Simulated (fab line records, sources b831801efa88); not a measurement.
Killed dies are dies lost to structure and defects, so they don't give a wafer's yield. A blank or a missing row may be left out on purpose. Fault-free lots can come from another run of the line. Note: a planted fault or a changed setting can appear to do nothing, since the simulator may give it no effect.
8D (eight disciplines) problem report, filled in by code -- flow gf180mcu -- the parts of the form that need people (team, actions taken, sign-off) are left out

## 1. WHAT IS WRONG
Wafers without a fault read 533.5, standard deviation 0.88; wafer_temp_C_max at GF_SALICIDE_RTA_06 reads a mean of 480.3 on 6 wafers belonging to 2 lots. That is -60 standard deviations from the usual mean.
The step: time 30 s.
Seen first at day 18 13:00 on rtp-anneal-01, wafer L833.4. The record has a number at this step for 18 wafers belonging to 6 lots. By rule, "out" or "out of limits" means more than 4 standard deviations away from the usual mean. The rest of the wafers with a number are treated as sound.

## 2. WHAT IT IS, WHAT IT ISN'T
question,is,is not
which readings at this step,"wafer_temp_C_max, lamp-power-pct",-
which lots,"L833, L835","L824, L829, L843, L845"
which wafers of those lots,all that have a number,-
read on which tools,rtp-anneal-01,rtp-anneal-02
when,from day 18 13:00,"up to then (6 sound wafers); but 6 sound wafers of L843, L845 came after"

## 3. SUSPECTS, AND WHAT RULES EACH OUT
Counting: a tool at a process step up to the reading stays a suspect if it ran every lot that is out and no sound lot after the first of them.
- pvd-sputter-02 at GF_SALICIDE_SPUTTER_02 (material Co, target thk 10 nm, time 20 s): ruled out as a lasting fault. The sound lots L843 went through it after L833, its earliest lot that is out (day 18 12:43).
- pvd-sputter-02 at GF_SALICIDE_SPUTTER_03 (material TiN, target thk 20 nm, time 16.7 s): ruled out as a lasting fault. The sound lots L843 went through it after L833, its earliest lot that is out (day 18 12:44).
- rtp-anneal-01 at GF_SALICIDE_RTA_06 (time 30 s): ruled out as a lasting fault. The sound lots L843 went through it after L833, its earliest lot that is out (day 18 13:00).
Left after counting: nothing in the record.

## 4. THE CAUSE (what the simulator had put in)
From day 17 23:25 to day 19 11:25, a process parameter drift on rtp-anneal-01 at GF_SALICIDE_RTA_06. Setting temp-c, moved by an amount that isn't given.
Counting ruled it out, wrongly.

## 5. SEQUENCE OF EFFECTS, ordered by route
Each row: a reading where the mean over the struck wafers with a number is more than 3 standard deviations away from the usual. Only readings for which the record gives a usual standard deviation are gone through. hours: the time from each lot's start at the first step in this table that gives one to its start at this step, as a median over the lots. sigmas: the change in usual standard deviations.
hours,step,reading,usual,on struck wafers,change,sigmas
0,GF_SALICIDE_RTA_06,lamp-power-pct,6.51 %,5.34,-1.17,-6.5
0,GF_SALICIDE_RTA_06,wafer_temp_C_max,533.5,480.3,-53.2,-60
Process steps it contains:
- GF_SALICIDE_RTA_06: time 30 s.

## 6. HOW IT WOULD HAVE BEEN CAUGHT EARLIER
In this record the first reading out of limits was taken at day 18 13:00, 14 hours after the fault began at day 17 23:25.
